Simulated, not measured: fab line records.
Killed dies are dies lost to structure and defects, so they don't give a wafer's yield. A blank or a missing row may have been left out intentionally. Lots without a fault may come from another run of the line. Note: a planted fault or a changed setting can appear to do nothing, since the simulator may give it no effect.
fab line records -- flow sky130 -- part 1 of 2: steps 1 to 30 of 41
record lots=5, wafers=15, lastDay=50
route steps=708 shown POLY_GATE@235 LDD_N@237 LDD_P@255 LDD_HVN@267
lots with no fault: from the same line, run without faults
startH: hours from the record's first day to the start of the lot's first wafer shown -- waitH: hours elapsed since this lot's preceding step -- " identical to the entry in the row above -- L1.1+2: a single row standing in for several wafers -- - either no value or no given start -- * or withheld: withheld -- < > ~ a bound
route shown NAME@n: NAME is a module with steps in the file, n the number in the route of the first one -- usual: mean/standard deviation taken from wafers without a fault -- same: alike in all rows -- chamber/n: place in a boat -- sites: per-site readings -- _std_site: standard deviation across them -- _edge_site: outer sites' mean less inner sites' -- radiusMm: for every site, how far away it sits from the centre of the wafer -- mask NAME#n: copy n -- behind: the last tool/chamber to shape the wafer -- hold: why the lot went on hold/how many hours it stayed there/how the hold came to an end -- device: the transistor (n, p or np) that didn't switch -- end of line: the route-end tests of the same wafers -- a step given without rows: its recipe and nothing more -- killed: the dies lost at the first sort to structure and to defects; this is not the yield of the wafer -- map: per-die view of a wafer (x killed, . not killed, _ where there is no die)
set.NAME: the run value of the setting; set.NAME@STEP: its run value at that earlier step -- model.NAME: the simulator's own value behind a step, which no gauge read
lots seen at some steps along the route; tables by step, rows by wafer
services: when a tool's chamber went out of use (startH, in hours from the record's first day, below 0 if earlier), for how many hours, and the reason
## steps
# step SKY_POLY_GATE_THK_MEAS_21
# recipe reads=SiO2_of_POLY_GATE_OXIDATION_20
# usual POLY_GATE_OXIDATION_THK=4.09/0.092
lot.wafer,tool,chamber,startH,waitH,POLY_GATE_OXIDATION_THK[nm]
L077.1,filmMetro-03,-,411.21,0.0,4.10
L077.4,filmMetro-03,-,411.21,0.0,4.07
L077.6,filmMetro-03,-,411.21,0.0,4.03
L084.2,filmMetro-04,-,472.93,0.0,4.17
L084.4,filmMetro-04,-,472.93,0.0,4.09
L084.6,filmMetro-04,-,472.93,0.0,4.28
L089.1,filmMetro-01,-,511.99,0.0,4.08
L089.3,filmMetro-01,-,511.99,0.0,3.94
L089.4,filmMetro-01,-,511.99,0.0,4.06
L093.3,filmMetro-01,-,547.94,0.0,4.19
L093.4,filmMetro-01,-,547.94,0.0,4.15
L093.5,filmMetro-01,-,547.94,0.0,4.22
L096.2,filmMetro-03,-,563.98,0.0,4.11
L096.3,filmMetro-03,-,563.98,0.0,4.14
L096.4,filmMetro-03,-,563.98,0.0,4.08
# step SKY_POLY_GATE_CD_MEAS_22
# usual cdNm=149.8/2.6
lot.wafer,tool,chamber,startH,waitH,cdNm
L077.1,cdSem-02,-,411.27,0.1,143.5
L077.4,cdSem-02,-,411.27,0.1,150.4
L077.6,cdSem-02,-,411.27,0.1,148.3
L084.2,cdSem-01,-,473.01,0.1,152.2
L084.4,cdSem-01,-,473.01,0.1,144.2
L084.6,cdSem-01,-,473.01,0.1,147.9
L089.1,cdSem-02,-,512.05,0.1,150.3
L089.3,cdSem-02,-,512.05,0.1,152.3
L089.4,cdSem-02,-,512.05,0.1,149.3
L093.3,cdSem-01,-,548.04,0.1,150.4
L093.4,cdSem-01,-,548.04,0.1,148.2
L093.5,cdSem-01,-,548.04,0.1,151.2
L096.2,cdSem-02,-,564.06,0.1,150.0
L096.3,cdSem-02,-,564.06,0.1,148.6
L096.4,cdSem-02,-,564.06,0.1,149.2
# step SKY_LDD_N_DEHYDRATE_00
# recipe tempC=200, timeS=60
# usual exhaustPa=45.2/0.94
# same timeS=60
lot.wafer,tool,chamber,startH,waitH,exhaustPa
L077.1,lithoTrack-02,0,425.43,14.1,46.5
L077.4,lithoTrack-02,0,425.43,14.1,44.8
L077.6,lithoTrack-02,0,425.43,14.1,46.0
L084.2,lithoTrack-02,0,488.61,15.6,46.0
L084.4,lithoTrack-02,0,488.61,15.6,45.4
L084.6,lithoTrack-02,0,488.61,15.6,45.6
L089.1,lithoTrack-02,0,526.63,14.5,46.9
L089.3,lithoTrack-02,0,526.63,14.5,45.6
L089.4,lithoTrack-02,0,526.63,14.5,45.6
L093.3,lithoTrack-01,0,562.65,14.6,44.1
L093.4,lithoTrack-01,0,562.65,14.6,44.5
L093.5,lithoTrack-01,0,562.65,14.6,44.0
L096.2,lithoTrack-01,0,578.37,14.3,46.7
L096.3,lithoTrack-01,0,578.37,14.3,48.2
L096.4,lithoTrack-01,0,578.37,14.3,48.6
# step SKY_LDD_N_HMDS_01
# recipe primeTimeS=60, primeTempC=120
# usual exhaustPa=45.0/0.99
lot.wafer,tool,chamber,startH,waitH,exhaustPa
L077.1,lithoTrack-02,0,425.58,0.1,45.1
L077.4,lithoTrack-02,0,425.58,0.1,44.2
L077.6,lithoTrack-02,0,425.58,0.1,44.8
L084.2,lithoTrack-02,0,488.76,0.1,45.5
L084.4,lithoTrack-02,0,488.76,0.1,45.5
L084.6,lithoTrack-02,0,488.76,0.1,44.2
L089.1,lithoTrack-02,0,526.78,0.1,45.8
L089.3,lithoTrack-02,0,526.78,0.1,44.8
L089.4,lithoTrack-02,0,526.78,0.1,44.8
L093.3,lithoTrack-01,0,562.80,0.1,43.0
L093.4,lithoTrack-01,0,562.80,0.1,43.4
L093.5,lithoTrack-01,0,562.80,0.1,43.8
L096.2,lithoTrack-01,0,578.52,0.1,44.7
L096.3,lithoTrack-01,0,578.52,0.1,45.3
L096.4,lithoTrack-01,0,578.52,0.1,44.1
# step SKY_LDD_N_COAT_02
# recipe resist=NOVOLAK, spinRpm=3000, resistThkNm=300
# usual dispensePressureKPa=50.7/2.8, exhaustPa=44.9/0.85
lot.wafer,tool,chamber,startH,waitH,dispensePressureKPa,exhaustPa
L077.1,lithoTrack-02,0,425.73,0.1,51.4,46.4
L077.4,lithoTrack-02,0,425.73,0.1,51.3,44.9
L077.6,lithoTrack-02,0,425.73,0.1,51.4,46.9
L084.2,lithoTrack-02,0,488.91,0.1,51.4,44.2
L084.4,lithoTrack-02,0,488.91,0.1,51.4,44.0
L084.6,lithoTrack-02,0,488.91,0.1,51.4,42.9
L089.1,lithoTrack-02,0,526.93,0.1,51.4,45.9
L089.3,lithoTrack-02,0,526.93,0.1,51.4,43.6
L089.4,lithoTrack-02,0,526.93,0.1,51.4,45.4
L093.3,lithoTrack-01,0,562.95,0.1,47.3,44.1
L093.4,lithoTrack-01,0,562.95,0.1,47.3,44.2
L093.5,lithoTrack-01,0,562.95,0.1,47.3,45.2
L096.2,lithoTrack-01,0,578.67,0.1,47.4,44.8
L096.3,lithoTrack-01,0,578.67,0.1,47.4,44.7
L096.4,lithoTrack-01,0,578.67,0.1,47.4,44.1
# step SKY_LDD_N_SOFTBAKE_03
# recipe tempC=90, timeS=60, resist=NOVOLAK
# usual exhaustPa=44.9/0.93
# same timeS=60
lot.wafer,tool,chamber,startH,waitH,exhaustPa
L077.1,lithoTrack-02,0,425.88,0.1,46.4
L077.4,lithoTrack-02,0,425.88,0.1,45.7
L077.6,lithoTrack-02,0,425.88,0.1,45.5
L084.2,lithoTrack-02,0,489.06,0.1,46.1
L084.4,lithoTrack-02,0,489.06,0.1,45.4
L084.6,lithoTrack-02,0,489.06,0.1,47.7
L089.1,lithoTrack-02,0,527.08,0.1,44.6
L089.3,lithoTrack-02,0,527.08,0.1,44.0
L089.4,lithoTrack-02,0,527.08,0.1,44.6
L093.3,lithoTrack-01,0,563.10,0.1,44.5
L093.4,lithoTrack-01,0,563.10,0.1,45.1
L093.5,lithoTrack-01,0,563.10,0.1,45.4
L096.2,lithoTrack-01,0,578.82,0.1,45.4
L096.3,lithoTrack-01,0,578.82,0.1,46.5
L096.4,lithoTrack-01,0,578.82,0.1,46.3
# step SKY_LDD_N_EXPOSE_04
# recipe maskId=NTM, targetCdNm=840, na=0.6, sourceShape=conventional, sigmaOuter=0.6, doseMj=110
# same na=0.6
lot.wafer,tool,chamber,startH,waitH,mask
L077.1+4+6,ilineStepper-02,0,-,-,NTM#0
L084.2+4+6,ilineStepper-01,0,-,-,NTM#0
L089.1+3+4,ilineStepper-02,0,-,-,NTM#0
L093.3+4+5,ilineStepper-01,0,-,-,NTM#0
L096.2+3+4,ilineStepper-01,0,-,-,NTM#0
# step SKY_LDD_N_PEB_05
# recipe tempC=withheld, timeS=*, resist=NOVOLAK
# usual exhaustPa=45.0/0.84
# same timeS=*
lot.wafer,tool,chamber,startH,waitH,exhaustPa
L077.1,lithoTrack-01,0,-,-,45.0
L077.4,lithoTrack-01,0,-,-,43.7
L077.6,lithoTrack-01,0,-,-,44.6
L084.2,lithoTrack-02,0,-,-,45.2
L084.4,lithoTrack-02,0,-,-,46.6
L084.6,lithoTrack-02,0,-,-,47.2
L089.1,lithoTrack-02,0,-,-,43.6
L089.3,lithoTrack-02,0,-,-,44.4
L089.4,lithoTrack-02,0,-,-,45.3
L093.3,lithoTrack-02,0,-,-,45.0
L093.4,lithoTrack-02,0,-,-,45.3
L093.5,lithoTrack-02,0,-,-,44.2
L096.2,lithoTrack-04,0,-,-,45.1
L096.3,lithoTrack-04,0,-,-,44.0
L096.4,lithoTrack-04,0,-,-,45.8
# step SKY_LDD_N_DEVELOP_06
# recipe developTimeS=60, devTempC=23
# usual exhaustPa=45.1/0.85
lot.wafer,tool,chamber,startH,waitH,exhaustPa
L077.1,lithoTrack-01,0,440.55,0.1,45.1
L077.4,lithoTrack-01,0,440.55,0.1,44.6
L077.6,lithoTrack-01,0,440.55,0.1,44.7
L084.2,lithoTrack-02,0,504.46,0.1,44.5
L084.4,lithoTrack-02,0,504.46,0.1,44.2
L084.6,lithoTrack-02,0,504.46,0.1,45.6
L089.1,lithoTrack-02,0,541.98,0.1,46.0
L089.3,lithoTrack-02,0,541.98,0.1,44.6
L089.4,lithoTrack-02,0,541.98,0.1,45.7
L093.3,lithoTrack-02,0,577.78,0.1,45.1
L093.4,lithoTrack-02,0,577.78,0.1,45.0
L093.5,lithoTrack-02,0,577.78,0.1,45.5
L096.2,lithoTrack-04,0,593.45,0.1,44.9
L096.3,lithoTrack-04,0,593.45,0.1,44.4
L096.4,lithoTrack-04,0,593.45,0.1,45.1
# step SKY_LDD_N_OVL_MEAS_07
# usual LDD_N_OVL=0.0/1.3
lot.wafer,tool,chamber,startH,waitH,LDD_N_OVL[nm]
L077.1,overlay-01,-,440.70,0.1,1.0
L077.4,overlay-01,-,440.70,0.1,-0.5
L077.6,overlay-01,-,440.70,0.1,-2.0
L084.2,overlay-02,-,504.59,0.1,-0.3
L084.4,overlay-02,-,504.59,0.1,-0.4
L084.6,overlay-02,-,504.59,0.1,0.6
L089.1,overlay-02,-,542.13,0.1,-1.8
L089.3,overlay-02,-,542.13,0.1,-0.1
L089.4,overlay-02,-,542.13,0.1,0.1
L093.3,overlay-01,-,577.89,0.1,-0.8
L093.4,overlay-01,-,577.89,0.1,-1.3
L093.5,overlay-01,-,577.89,0.1,-1.2
L096.2,overlay-01,-,593.58,0.1,-0.5
L096.3,overlay-01,-,593.58,0.1,-0.7
L096.4,overlay-01,-,593.58,0.1,0.1
# step SKY_LDD_N_IMPLANT_08
# recipe species=As, energyKev=20, doseCm2=7.5e+13, tiltDeg=withheld, rotationDeg=23
lot.wafer,tool,chamber,startH,waitH
L077.1+4+6,implanter-01,0,440.73,0.0
L084.2+4+6,implanter-01,0,504.64,0.0
L089.1+3+4,implanter-01,0,542.17,0.0
L093.3+4+5,implanter-04,0,577.97,0.1
L096.2+3+4,implanter-01,0,593.64,0.0
# step SKY_LDD_N_IMPLANT_09
# recipe species=As, energyKev=20, doseCm2=7.5e+13, tiltDeg=withheld, rotationDeg=113
lot.wafer,tool,chamber,startH,waitH
L077.1+4+6,implanter-01,0,440.88,0.1
L084.2+4+6,implanter-01,0,504.79,0.1
L089.1+3+4,implanter-01,0,542.32,0.1
L093.3+4+5,implanter-04,0,578.12,0.1
L096.2+3+4,implanter-01,0,593.79,0.1
# step SKY_LDD_N_IMPLANT_10
# recipe species=As, energyKev=20, doseCm2=7.5e+13, tiltDeg=withheld, rotationDeg=203
lot.wafer,tool,chamber,startH,waitH
L077.1+4+6,implanter-01,0,441.03,0.1
L084.2+4+6,implanter-01,0,504.94,0.1
L089.1+3+4,implanter-01,0,542.47,0.1
L093.3+4+5,implanter-04,0,578.27,0.1
L096.2+3+4,implanter-01,0,593.94,0.1
# step SKY_LDD_N_IMPLANT_11
# recipe species=As, energyKev=20, doseCm2=7.5e+13, tiltDeg=withheld, rotationDeg=293
lot.wafer,tool,chamber,startH,waitH
L077.1+4+6,implanter-01,0,441.18,0.1
L084.2+4+6,implanter-01,0,505.09,0.1
L089.1+3+4,implanter-01,0,542.62,0.1
L093.3+4+5,implanter-04,0,578.42,0.1
L096.2+3+4,implanter-01,0,594.09,0.1
# step SKY_LDD_N_IMPLANT_12
# recipe species=BF2, energyKev=50, doseCm2=5e+12, tiltDeg=30, rotationDeg=0
lot.wafer,tool,chamber,startH,waitH
L077.1+4+6,implanter-01,0,441.33,0.1
L084.2+4+6,implanter-01,0,507.31,2.2
L089.1+3+4,implanter-01,0,542.77,0.1
L093.3+4+5,implanter-04,0,578.57,0.1
L096.2+3+4,implanter-01,0,594.24,0.1
# step SKY_LDD_N_IMPLANT_13
# recipe species=BF2, energyKev=50, doseCm2=5e+12, tiltDeg=30, rotationDeg=90
lot.wafer,tool,chamber,startH,waitH
L077.1+4+6,implanter-01,0,441.48,0.1
L084.2+4+6,implanter-01,0,507.46,0.1
L089.1+3+4,implanter-01,0,542.92,0.1
L093.3+4+5,implanter-04,0,578.72,0.1
L096.2+3+4,implanter-01,0,594.39,0.1
# step SKY_LDD_N_IMPLANT_14
# recipe species=BF2, energyKev=50, doseCm2=5e+12, tiltDeg=30, rotationDeg=180
lot.wafer,tool,chamber,startH,waitH
L077.1+4+6,implanter-01,0,441.63,0.1
L084.2+4+6,implanter-01,0,507.61,0.1
L089.1+3+4,implanter-01,0,543.07,0.1
L093.3+4+5,implanter-04,0,578.87,0.1
L096.2+3+4,implanter-01,0,594.54,0.1
# step SKY_LDD_N_IMPLANT_15
# recipe species=BF2, energyKev=50, doseCm2=5e+12, tiltDeg=30, rotationDeg=270
lot.wafer,tool,chamber,startH,waitH
L077.1+4+6,implanter-01,0,441.78,0.1
L084.2+4+6,implanter-01,0,507.76,0.1
L089.1+3+4,implanter-01,0,543.22,0.1
L093.3+4+5,implanter-04,0,579.02,0.1
L096.2+3+4,implanter-01,0,594.69,0.1
# step SKY_LDD_N_STRIP_16
# recipe chemistry=O2/N2, powerW=1400, pressureMtorr=1500, platenTempC=withheld, o2FlowSccm=3000, n2FlowSccm=300, overashFraction=0.5
# usual drypumpMotorCurrentA=5.7/0.32, oesProductAu=0.407/0.0047, stripTimeToEndpointS=4.314/0.014
lot.wafer,tool,chamber,startH,waitH,drypumpMotorCurrentA,oesProductAu,rfHoursCounterH,stripTimeToEndpointS
L077.1,plasmaAsher-03,1,441.93,0.1,6.0,0.413,66,4.317
L077.4,plasmaAsher-03,1,441.93,0.1,6.0,0.410,-,4.319
L077.6,plasmaAsher-03,0,441.93,0.1,5.1,0.405,-,4.326
L084.2,plasmaAsher-03,1,507.89,0.1,6.0,0.407,72,4.307
L084.4,plasmaAsher-03,1,507.89,0.1,6.0,0.406,-,4.283
L084.6,plasmaAsher-03,0,507.89,0.1,5.0,0.405,-,4.276
L089.1,plasmaAsher-03,0,543.37,0.1,5.1,0.411,76,4.330
L089.3,plasmaAsher-03,0,543.37,0.1,5.1,0.412,-,4.307
L089.4,plasmaAsher-03,1,543.37,0.1,6.0,0.408,-,4.322
L093.3,plasmaAsher-04,0,579.15,0.1,6.0,0.411,-,4.299
L093.4,plasmaAsher-04,1,579.15,0.1,5.7,0.407,-,4.329
L093.5,plasmaAsher-04,1,579.15,0.1,5.7,0.408,-,4.300
L096.2,plasmaAsher-04,1,594.81,0.1,5.7,0.401,40,4.326
L096.3,plasmaAsher-04,1,594.81,0.1,5.6,0.411,-,4.304
L096.4,plasmaAsher-04,0,594.81,0.1,6.0,0.403,-,4.336
# step SKY_LDD_N_TW_MEAS_17
# usual LDD_N_TW=2572/40
lot.wafer,tool,chamber,startH,waitH,LDD_N_TW
L077.1,filmMetro-01,-,442.03,0.1,2535
L077.4,filmMetro-01,-,442.03,0.1,2540
L077.6,filmMetro-01,-,442.03,0.1,2541
L084.2,filmMetro-01,-,508.00,0.1,2589
L084.4,filmMetro-01,-,508.00,0.1,2590
L084.6,filmMetro-01,-,508.00,0.1,2585
L089.1,filmMetro-03,-,543.47,0.1,2624
L089.3,filmMetro-03,-,543.47,0.1,2620
L089.4,filmMetro-03,-,543.47,0.1,2625
L093.3,filmMetro-02,-,579.24,0.1,2531
L093.4,filmMetro-02,-,579.24,0.1,2539
L093.5,filmMetro-02,-,579.24,0.1,2530
L096.2,filmMetro-02,-,594.92,0.1,2534
L096.3,filmMetro-02,-,594.92,0.1,2535
L096.4,filmMetro-02,-,594.92,0.1,2553
# step SKY_LDD_P_DEHYDRATE_00
# recipe tempC=200, timeS=60
# usual exhaustPa=45.0/0.85
# same timeS=60
lot.wafer,tool,chamber,startH,waitH,exhaustPa
L077.1,lithoTrack-04,0,457.28,15.2,44.9
L077.4,lithoTrack-04,0,457.28,15.2,44.9
L077.6,lithoTrack-04,0,457.28,15.2,45.6
L084.2,lithoTrack-02,0,522.85,14.8,44.1
L084.4,lithoTrack-02,0,522.85,14.8,44.5
L084.6,lithoTrack-02,0,522.85,14.8,44.7
L089.1,lithoTrack-02,0,558.58,15.1,44.5
L089.3,lithoTrack-02,0,558.58,15.1,44.6
L089.4,lithoTrack-02,0,558.58,15.1,45.5
L093.3,lithoTrack-03,0,593.50,14.3,44.6
L093.4,lithoTrack-03,0,593.50,14.3,44.8
L093.5,lithoTrack-03,0,593.50,14.3,43.7
L096.2,lithoTrack-04,0,609.60,14.7,44.5
L096.3,lithoTrack-04,0,609.60,14.7,44.8
L096.4,lithoTrack-04,0,609.60,14.7,44.6
# step SKY_LDD_P_HMDS_01
# recipe primeTimeS=60, primeTempC=120
# usual exhaustPa=44.9/0.8
lot.wafer,tool,chamber,startH,waitH,exhaustPa
L077.1,lithoTrack-04,0,457.43,0.1,44.5
L077.4,lithoTrack-04,0,457.43,0.1,44.6
L077.6,lithoTrack-04,0,457.43,0.1,43.8
L084.2,lithoTrack-02,0,523.00,0.1,44.9
L084.4,lithoTrack-02,0,523.00,0.1,45.3
L084.6,lithoTrack-02,0,523.00,0.1,44.5
L089.1,lithoTrack-02,0,558.73,0.1,44.8
L089.3,lithoTrack-02,0,558.73,0.1,44.2
L089.4,lithoTrack-02,0,558.73,0.1,43.2
L093.3,lithoTrack-03,0,593.65,0.1,44.8
L093.4,lithoTrack-03,0,593.65,0.1,44.6
L093.5,lithoTrack-03,0,593.65,0.1,44.1
L096.2,lithoTrack-04,0,609.75,0.1,44.7
L096.3,lithoTrack-04,0,609.75,0.1,43.5
L096.4,lithoTrack-04,0,609.75,0.1,44.9
# step SKY_LDD_P_COAT_02
# recipe resist=NOVOLAK, spinRpm=3000, resistThkNm=1140
# usual dispensePressureKPa=51.5/1.4, exhaustPa=44.9/0.91
lot.wafer,tool,chamber,startH,waitH,dispensePressureKPa,exhaustPa
L077.1,lithoTrack-04,0,457.58,0.1,53.7,46.5
L077.4,lithoTrack-04,0,457.58,0.1,53.7,43.4
L077.6,lithoTrack-04,0,457.58,0.1,53.8,44.0
L084.2,lithoTrack-02,0,523.15,0.1,51.4,45.6
L084.4,lithoTrack-02,0,523.15,0.1,51.4,45.7
L084.6,lithoTrack-02,0,523.15,0.1,51.4,44.9
L089.1,lithoTrack-02,0,558.88,0.1,51.4,44.8
L089.3,lithoTrack-02,0,558.88,0.1,51.4,45.4
L089.4,lithoTrack-02,0,558.88,0.1,51.3,43.8
L093.3,lithoTrack-03,0,593.80,0.1,49.9,43.3
L093.4,lithoTrack-03,0,593.80,0.1,50.0,44.8
L093.5,lithoTrack-03,0,593.80,0.1,50.0,44.1
L096.2,lithoTrack-04,0,609.90,0.1,53.7,44.2
L096.3,lithoTrack-04,0,609.90,0.1,53.7,44.8
L096.4,lithoTrack-04,0,609.90,0.1,53.7,45.3
# step SKY_LDD_P_SOFTBAKE_03
# recipe tempC=90, timeS=60, resist=NOVOLAK
# usual exhaustPa=45.1/0.84
# same timeS=60
lot.wafer,tool,chamber,startH,waitH,exhaustPa
L077.1,lithoTrack-04,0,457.73,0.1,46.9
L077.4,lithoTrack-04,0,457.73,0.1,44.4
L077.6,lithoTrack-04,0,457.73,0.1,46.6
L084.2,lithoTrack-02,0,523.30,0.1,44.8
L084.4,lithoTrack-02,0,523.30,0.1,45.6
L084.6,lithoTrack-02,0,523.30,0.1,45.6
L089.1,lithoTrack-02,0,559.03,0.1,45.2
L089.3,lithoTrack-02,0,559.03,0.1,45.0
L089.4,lithoTrack-02,0,559.03,0.1,45.4
L093.3,lithoTrack-03,0,593.95,0.1,44.8
L093.4,lithoTrack-03,0,593.95,0.1,45.1
L093.5,lithoTrack-03,0,593.95,0.1,46.6
L096.2,lithoTrack-04,0,610.05,0.1,45.6
L096.3,lithoTrack-04,0,610.05,0.1,44.7
L096.4,lithoTrack-04,0,610.05,0.1,45.3
# step SKY_LDD_P_EXPOSE_04
# recipe maskId=PSDM, na=0.6, sourceShape=conventional, sigmaOuter=0.6, polarization=unpolarized, targetCdNm=380, doseMj=138
# same na=0.6
lot.wafer,tool,chamber,startH,waitH,mask
L077.1+4+6,ilineStepper-02,0,-,-,PSDM#0
L084.2+4+6,ilineStepper-02,0,-,-,PSDM#0
L089.1+3+4,ilineStepper-02,0,-,-,PSDM#0
L093.3+4+5,ilineStepper-01,0,-,-,PSDM#0
L096.2+3+4,ilineStepper-01,0,-,-,PSDM#0
# step SKY_LDD_P_PEB_05
# recipe tempC=withheld, timeS=*, resist=NOVOLAK
# usual exhaustPa=45.1/0.9
# same timeS=*
lot.wafer,tool,chamber,startH,waitH,exhaustPa
L077.1,lithoTrack-02,0,-,-,44.5
L077.4,lithoTrack-02,0,-,-,44.7
L077.6,lithoTrack-02,0,-,-,44.2
L084.2,lithoTrack-03,0,-,-,45.9
L084.4,lithoTrack-03,0,-,-,45.8
L084.6,lithoTrack-03,0,-,-,46.2
L089.1,lithoTrack-03,0,-,-,45.9
L089.3,lithoTrack-03,0,-,-,43.3
L089.4,lithoTrack-03,0,-,-,44.4
L093.3,lithoTrack-04,0,-,-,44.4
L093.4,lithoTrack-04,0,-,-,43.1
L093.5,lithoTrack-04,0,-,-,44.4
L096.2,lithoTrack-03,0,-,-,45.7
L096.3,lithoTrack-03,0,-,-,45.5
L096.4,lithoTrack-03,0,-,-,44.4
# step SKY_LDD_P_DEVELOP_06
# recipe resist=NOVOLAK, developer=TMAH, developTimeS=60, devTempC=23
# usual exhaustPa=44.8/0.83
lot.wafer,tool,chamber,startH,waitH,exhaustPa
L077.1,lithoTrack-02,0,473.33,0.1,45.0
L077.4,lithoTrack-02,0,473.33,0.1,43.5
L077.6,lithoTrack-02,0,473.33,0.1,43.1
L084.2,lithoTrack-03,0,538.03,0.1,45.2
L084.4,lithoTrack-03,0,538.03,0.1,43.5
L084.6,lithoTrack-03,0,538.03,0.1,45.2
L089.1,lithoTrack-03,0,574.15,0.1,44.5
L089.3,lithoTrack-03,0,574.15,0.1,45.1
L089.4,lithoTrack-03,0,574.15,0.1,43.0
L093.3,lithoTrack-04,0,608.88,0.1,44.3
L093.4,lithoTrack-04,0,608.88,0.1,44.9
L093.5,lithoTrack-04,0,608.88,0.1,45.4
L096.2,lithoTrack-03,0,624.93,0.1,43.3
L096.3,lithoTrack-03,0,624.93,0.1,44.6
L096.4,lithoTrack-03,0,624.93,0.1,45.2
# step SKY_LDD_P_CD_MEAS_07
# recipe targetCdNm=380
# usual cdNm=380.5/2.7
lot.wafer,tool,chamber,startH,waitH,cdNm
L077.1,cdSem-01,-,473.48,0.1,377.2
L077.4,cdSem-01,-,473.48,0.1,378.5
L077.6,cdSem-01,-,473.48,0.1,380.8
L084.2,cdSem-01,-,538.17,0.1,381.9
L084.4,cdSem-01,-,538.17,0.1,380.4
L084.6,cdSem-01,-,538.17,0.1,384.1
L089.1,cdSem-01,-,574.30,0.1,379.4
L089.3,cdSem-01,-,574.30,0.1,381.1
L089.4,cdSem-01,-,574.30,0.1,380.9
L093.3,cdSem-02,-,609.02,0.1,381.0
L093.4,cdSem-02,-,609.02,0.1,380.1
L093.5,cdSem-02,-,609.02,0.1,380.7
L096.2,cdSem-02,-,625.07,0.1,381.5
L096.3,cdSem-02,-,625.07,0.1,379.5
L096.4,cdSem-02,-,625.07,0.1,378.7
# step SKY_LDD_P_OVL_MEAS_08
# usual LDD_P_OVL=-0.4/1.3
lot.wafer,tool,chamber,startH,waitH,LDD_P_OVL[nm]
L077.1,overlay-02,-,473.60,0.1,-1.8
L077.4,overlay-02,-,473.60,0.1,-0.9
L077.6,overlay-02,-,473.60,0.1,-1.6
L084.2,overlay-02,-,538.28,0.1,0.0
L084.4,overlay-02,-,538.28,0.1,-3.3
L084.6,overlay-02,-,538.28,0.1,-1.2
L089.1,overlay-02,-,574.42,0.1,-3.0
L089.3,overlay-02,-,574.42,0.1,-1.0
L089.4,overlay-02,-,574.42,0.1,-1.5
L093.3,overlay-01,-,609.11,0.1,2.1
L093.4,overlay-01,-,609.11,0.1,2.0
L093.5,overlay-01,-,609.11,0.1,2.2
L096.2,overlay-01,-,625.18,0.1,-0.3
L096.3,overlay-01,-,625.18,0.1,-0.3
L096.4,overlay-01,-,625.18,0.1,-1.1
# step SKY_LDD_P_IMPLANT_09
# recipe species=BF2, energyKev=25, doseCm2=9.753e+12, tiltDeg=withheld
lot.wafer,tool,chamber,startH,waitH
L077.1+4+6,implanter-03,0,473.64,0.0
L084.2+4+6,implanter-01,0,538.33,0.0
L089.1+3+4,implanter-01,0,574.46,0.0
L093.3+4+5,implanter-02,0,609.18,0.1
L096.2+3+4,implanter-02,0,625.23,0.0
